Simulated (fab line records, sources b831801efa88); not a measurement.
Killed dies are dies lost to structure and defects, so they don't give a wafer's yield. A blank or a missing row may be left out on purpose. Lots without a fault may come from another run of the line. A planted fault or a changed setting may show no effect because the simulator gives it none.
Split-lot experiment | flow gf180mcu | 5 lots, 23 wafers read, on a route of 602 steps

THE SPLIT
At GF_HV_LDD_IMPLANT_09, the setting energy_kev was moved away from the recipe's 40 on 7 of the 23 wafers read, by -2.4% to +5.6%. The other wafers ran this setting at the recipe's value.

The reading is taken at the split's own step.

THE READING
implant.drp_nm (the simulator's own value, which no gauge read), in nm, at GF_HV_LDD_IMPLANT_09. The file gives no usual value for it.

wafer  | tool, chamber at the split | energy_kev as run | against the recipe | implant.drp_nm, nm | against lot-mates on the recipe
L074.1 | implanter-02, 0            | 40                | recipe             | 11.92              | -
L074.2 | implanter-02, 0            | 40                | recipe             | 11.92              | -
L074.3 | implanter-02, 0            | 40                | recipe             | 11.92              | -
L074.4 | implanter-02, 0            | 40                | recipe             | 11.92              | -
L074.5 | implanter-02, 0            | 40                | recipe             | 11.92              | -
L078.1 | implanter-04, 0            | 40                | recipe             | 11.92              | -
L078.6 | implanter-04, 0            | 40                | recipe             | 11.92              | -
L078.3 | implanter-04, 0            | 39.02             | -2.4%              | 11.7               | -0.22
L078.4 | implanter-04, 0            | 39.02             | -2.4%              | 11.7               | -0.22
L078.5 | implanter-04, 0            | 39.02             | -2.4%              | 11.7               | -0.22
L082.1 | implanter-04, 0            | 41.38             | +3.4%              | 12.22              | +0.30
L082.4 | implanter-04, 0            | 41.38             | +3.4%              | 12.22              | +0.30
L082.3 | implanter-04, 0            | 40                | recipe             | 11.92              | -
L082.5 | implanter-04, 0            | 40                | recipe             | 11.92              | -
L082.6 | implanter-04, 0            | 40                | recipe             | 11.92              | -
L084.1 | implanter-02, 0            | 40                | recipe             | 11.92              | -
L084.3 | implanter-02, 0            | 40                | recipe             | 11.92              | -
L084.6 | implanter-02, 0            | 40                | recipe             | 11.92              | -
L084.4 | implanter-02, 0            | 42.25             | +5.6%              | 12.41              | +0.49
L084.5 | implanter-02, 0            | 42.25             | +5.6%              | 12.41              | +0.49
L085.3 | implanter-04, 0            | 40                | recipe             | 11.92              | -
L085.5 | implanter-04, 0            | 40                | recipe             | 11.92              | -
L085.6 | implanter-04, 0            | 40                | recipe             | 11.92              | -

THE FIT
A straight line over all 23 wafers: implant.drp_nm changes by +0.0877 nm for each +1% of energy_kev; r = +1.00; the points scatter about the line by 0.002 nm.
The same after taking each lot's own level away (the mean of its wafers on the recipe; 23 wafers): +0.0877 nm for each +1%; r = +1.00; scatter 0.002 nm.
On that fit, the largest move of energy_kev shifts the reading by 0.49 nm.
The lots' own levels span 11.920 to 11.920 nm.
So the lot-to-lot level changes the slope little: the two slopes agree.
Check: with one of the wafers moved furthest among these (+5.6%) left out of the fit, the line predicts +0.493 nm for it against its lot-mates. It came out at +0.49 nm against them.

OTHER SPLITS ON THESE WAFERS
These wafers also went through other splits before the reading. Each is held against what the fit with the lots' levels taken away leaves over:
other split on the same wafers     | wafers away from the commonest value | r with implant.drp_nm (lot level and that fit taken away)
GF_VT_IMPLANT_IMPLANT_41 dose_cm2  | 5                                    | -0.16
GF_DUAL_GATE_COAT_06 resist_thk_nm | 9                                    | +0.60
GF_POLY_GATE_COAT_05 resist_thk_nm | 7                                    | -0.07

THE WHOLE CHAIN: every reading that the file lists as answering this split, in the file's order
step                 | what it does | reading                                                         | change (the file's fit)               | r (the file's)
GF_HV_LDD_IMPLANT_09 |              | implant.rp_nm (the simulator's own value, which no gauge read)  | +0.21 nm for each +1% of the setting  | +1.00
GF_HV_LDD_IMPLANT_09 |              | implant.drp_nm (the simulator's own value, which no gauge read) | +0.088 nm for each +1% of the setting | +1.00

THE FILE'S OWN FIT
implant.drp_nm changes by +0.088 nm for each +1% of energy_kev, r = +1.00.
